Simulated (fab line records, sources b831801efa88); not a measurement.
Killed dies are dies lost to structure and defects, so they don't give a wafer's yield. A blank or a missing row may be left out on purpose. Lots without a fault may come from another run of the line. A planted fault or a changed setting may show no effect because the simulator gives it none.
Which tool did it? | flow gf180mcu | 15 lots, 45 wafers sampled, at 5 steps of a route of 602

WHAT THE GAUGES READ, wafer by wafer
GF_VT_IMPLANT_OVL_MEAS_29.
lot  | measured     | on         | VT_IMPLANT_02_OVL (nm)
L615 | day 6 23:19  | overlay-02 | 1.6 0.4 2.2
L616 | day 7 02:44  | overlay-01 | 0.6 2.3 1.6
L617 | day 7 08:47  | overlay-02 | 0.7 1.4 2.1
L619 | day 7 22:10  | overlay-01 | 1.8 0.9 2.8
L621 | day 8 11:58  | overlay-01 | 0.1 -0.8 1.9
L622 | day 8 17:05  | overlay-01 | 2.6 1.8 0.7
L623 | day 9 02:11  | overlay-01 | 0.6 -0.3 3.1
L624 | day 9 07:13  | overlay-02 | 1.2 0.2 1.0
L625 | day 9 15:32  | overlay-01 | 2.0 1.8 4.0
L626 | day 9 20:29  | overlay-02 | 265.9 265.7 265.6 264.2 263.8 264.1
L627 | day 10 02:10 | overlay-02 | 267.4 267.7 266.2 265.5 265.9 265.0
L628 | day 10 08:58 | overlay-02 | -0.6 0.3 1.4
L629 | day 10 17:58 | overlay-01 | 265.8 265.9 265.8 263.9 264.4 263.8
L630 | day 10 22:05 | overlay-01 | 262.6 263.2 263.8 261.2 261.9 262.1
L637 | day 12 23:13 | overlay-01 | 0.4 1.4 2.5

GF_V1_THK_MEAS_01.
lot  | measured     | on            | V1_CVD_00_THK (nm)
L615 | day 17 04:41 | film_metro-01 | 600 602 595
L616 | day 17 09:38 | film_metro-02 | 597 599 601
L617 | day 17 18:06 | film_metro-03 | 594 595 605
L619 | day 18 14:17 | film_metro-01 | 602 599 603
L621 | day 19 14:56 | film_metro-01 | 590 599 599
L622 | day 19 17:36 | film_metro-01 | 611 602 598
L623 | day 20 07:47 | film_metro-02 | 601 605 602
L624 | day 20 17:18 | film_metro-01 | 592 598 590
L625 | day 20 23:17 | film_metro-03 | 598 594 600
L628 | day 21 20:41 | film_metro-01 | 602 601 600
L637 | day 25 02:26 | film_metro-03 | 605 602 604

WHICH TOOL RAN EACH LOT (tool, then ch and the chambers of the sampled wafers, then the start)
lot  | GF_VT_IMPLANT_EXPOSE_26             | GF_HV_LDD_STRIP_10                   | GF_CONTACT_ETCH_16
L615 | iline_stepper-02 ch 0, day 6 15:41  | plasma_asher-04 ch 0,1, day 10 01:54 | rie_diel-01 ch 0,2,3, day 16 04:02
L616 | iline_stepper-01 ch 0, day 6 19:08  | plasma_asher-01 ch 0, day 10 07:57   | rie_diel-01 ch 0,1, day 16 08:04
L617 | iline_stepper-01 ch 0, day 7 01:16  | plasma_asher-01 ch 0,1, day 10 12:19 | rie_diel-01 ch 2,3, day 16 16:56
L619 | iline_stepper-01 ch 0, day 7 14:14  | plasma_asher-03 ch 0,1, day 11 04:12 | rie_diel-04 ch 0,2,3, day 17 12:53
L621 | iline_stepper-01 ch 0, day 8 04:01  | plasma_asher-04 ch 0,1, day 11 19:50 | rie_diel-04 ch 0,2, day 18 07:52
L622 | iline_stepper-02 ch 0, day 8 09:35  | plasma_asher-04 ch 0,1, day 11 23:13 | rie_diel-02 ch 0,1,2, day 18 14:56
L623 | iline_stepper-02 ch 0, day 8 17:41  | plasma_asher-04 ch 0,1, day 12 13:22 | rie_diel-02 ch 0,2,3, day 19 05:07
L624 | iline_stepper-01 ch 0, day 8 23:34  | plasma_asher-04 ch 0,1, day 12 17:20 | rie_diel-04 ch 0,1,3, day 19 14:20
L625 | iline_stepper-02 ch 0, day 9 07:22  | plasma_asher-03 ch 0,1, day 13 02:43 | rie_diel-01 ch 1,2, day 19 20:20
L626 | iline_stepper-02 ch 0, day 9 12:14  | -                                    | -
L627 | iline_stepper-02 ch 0, day 9 17:57  | -                                    | -
L628 | iline_stepper-01 ch 0, day 10 00:08 | plasma_asher-04 ch 0,1, day 13 21:37 | rie_diel-02 ch 0,1,3, day 20 18:04
L629 | iline_stepper-02 ch 0, day 10 08:59 | -                                    | -
L630 | iline_stepper-02 ch 0, day 10 13:17 | -                                    | -
L637 | iline_stepper-01 ch 0, day 12 13:32 | plasma_asher-01 ch 1, day 16 21:20   | rie_diel-02 ch 1,2,3, day 24 01:49
- GF_VT_IMPLANT_EXPOSE_26: exposes mask LVPWELL HV AREA, target cd 860 nm.
- GF_HV_LDD_STRIP_10: strips in O2/N2.
- GF_CONTACT_ETCH_16: etches BARC in N2/H2.

WHAT THE TOOLS THEMSELVES READ (means of the sampled wafers that have a number; where no wafer has one, the mark that the record gives instead)
GF_HV_LDD_STRIP_10.
lot  | tool            | drypump_motor_current_A (A) | heater_power_w (W) | oes_product_au (a.u.) | strip_time_to_endpoint_s (s)
L615 | plasma_asher-04 | 5.9                         | 341                | 0.719                 | 12.64
L616 | plasma_asher-01 | 5.5                         | 302                | 0.715                 | 12.64
L617 | plasma_asher-01 | 5.9                         | 323                | 0.717                 | 12.64
L619 | plasma_asher-03 | 5.9                         | 362                | 0.716                 | 12.61
L621 | plasma_asher-04 | 5.6                         | 333                | 0.714                 | 12.64
L622 | plasma_asher-04 | 6.0                         | 339                | 0.713                 | 12.62
L623 | plasma_asher-04 | 5.9                         | 337                | 0.712                 | 12.65
L624 | plasma_asher-04 | 6.0                         | 339                | 0.712                 | 12.65
L625 | plasma_asher-03 | 5.9                         | 351                | 0.715                 | 12.62
L628 | plasma_asher-04 | 5.9                         | 345                | 0.715                 | 12.57
L637 | plasma_asher-01 | 6.0                         | 332                | 0.714                 | 12.64

GF_CONTACT_ETCH_16.
lot  | tool        | drypump_motor_current_A (A) | oes_product_au (a.u.) | throttle_valve_pct (%)
L615 | rie_diel-01 | 6.1                         | 0.853                 | 13.232
L616 | rie_diel-01 | 6.0                         | 0.861                 | 13.221
L617 | rie_diel-01 | 6.4                         | 0.855                 | 13.215
L619 | rie_diel-04 | 5.4                         | 0.856                 | 13.229
L621 | rie_diel-04 | 5.5                         | 0.857                 | 13.224
L622 | rie_diel-02 | 5.7                         | 0.857                 | 13.233
L623 | rie_diel-02 | 5.5                         | 0.855                 | 13.230
L624 | rie_diel-04 | 5.6                         | 0.854                 | 13.214
L625 | rie_diel-01 | 6.3                         | 0.855                 | 13.225
L628 | rie_diel-02 | 5.7                         | 0.855                 | 13.231
L637 | rie_diel-02 | 5.8                         | 0.853                 | 13.231

THE ANSWER, worked out from the rows above alone
Rule: what is usual is taken from the lots themselves. Put in order of their means at a reading, lots are off if they are a third of the lots or fewer, leave a main group of 4 or more, and stand apart from it by a gap of 3 or more times the standard deviation of the main group's means; of several such gaps the widest counts. A main group whose means are all the same, to the digits that the tables above print for the reading, isn't used. A lot without any number at a reading at which 4 lots or more have one is off too. The other lots that the step has rows for count as sound. The gauges are gone through in route order, then the tools' own readings, and for those a lot's mean is taken as printed above. The first step at which some lot is off is used, and at that step the reading that is off furthest; a lot without a number counts as furthest.
Off: L626, L627, L629, L630, at GF_VT_IMPLANT_OVL_MEAS_29 (VT_IMPLANT_02_OVL). The main group: mean 1.3 nm, standard deviation 0.62.
A tool fits if, at a process step before that reading, it ran every lot that is off, and no sound lot after the first of them. The gauges at GF_VT_IMPLANT_OVL_MEAS_29 are tried like those tools. One fits: iline_stepper-02 at GF_VT_IMPLANT_EXPOSE_26. Its last sound lot is L625 (day 9 07:22), its first lot that is off L626 (day 9 12:14): a fault that began between those two fits.

WHAT THE SIMULATOR HAD PUT IN
Scanner matching overlay: iline_stepper-02, from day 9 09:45 on, at GF_VT_IMPLANT_EXPOSE_26. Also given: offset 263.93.
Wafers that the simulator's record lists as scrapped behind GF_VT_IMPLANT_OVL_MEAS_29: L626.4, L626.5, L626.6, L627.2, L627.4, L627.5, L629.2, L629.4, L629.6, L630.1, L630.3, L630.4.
Lots struck among those shown: L626, L627, L629, L630. The rule above found the same.
